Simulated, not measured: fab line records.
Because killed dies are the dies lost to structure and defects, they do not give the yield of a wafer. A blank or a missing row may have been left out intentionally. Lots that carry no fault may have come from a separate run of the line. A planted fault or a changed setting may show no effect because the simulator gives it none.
What tool caused it? | flow gf180mcu | 12 lots, 36 wafers sampled, at 1 step of a route of 602

## WHAT EACH GAUGE READ, for each wafer
GF_HV_LDD_OVL_MEAS_32.
lot  | measured     | on         | HV_LDD_02_OVL (nm)
L075 | day 11 18:23 | overlay-02 | -2.0 0.4 -4.4
L077 | day 12 16:19 | overlay-01 | 1.1 0.7 -2.0
L080 | day 13 15:19 | overlay-02 | -0.8 -0.9 0.8
L082 | day 14 03:29 | overlay-01 | 0.5 -0.9 -0.3
L083 | day 14 07:32 | overlay-02 | -1.0 -1.8 -0.5
L085 | day 15 02:37 | overlay-02 | -2.1 -3.0 -0.9
L087 | day 15 18:19 | overlay-01 | -0.2 -1.3 -0.9
L090 | day 16 11:40 | overlay-02 | -0.7 -1.4 -0.3
L091 | day 16 22:49 | overlay-02 | 0.1 -2.7 -2.3
L093 | day 17 15:49 | overlay-02 | 1.7 1.5 0.3
L095 | day 18 07:51 | overlay-02 | -0.6 0.4 -1.8
L097 | day 18 21:04 | overlay-01 | -3.0 -1.9 -0.4

## WHICH TOOL RAN EACH LOT (tool, then ch and the chambers of the sampled wafers, then the start)
Record: no process step prior to these readings.

## THE ANSWER, worked out from the rows above alone
Rule: the lots themselves supply what counts as usual. The widest of any qualifying gaps counts: lots, ordered by their means at a reading, are off when they make up no more than a third of the lots, leave a main group of 4 or more, and stand apart from it by 3 or more times the standard deviation of that group's means. Not used: any main group whose means are identical at the precision the tables above print for the reading. A lot without any number at a reading at which 4 lots or more have one is off too. The other lots that the step has rows for count as sound.
No lot is off at any reading shown: from this, nothing can be told.

## WHAT THE SIMULATOR HAD INSERTED
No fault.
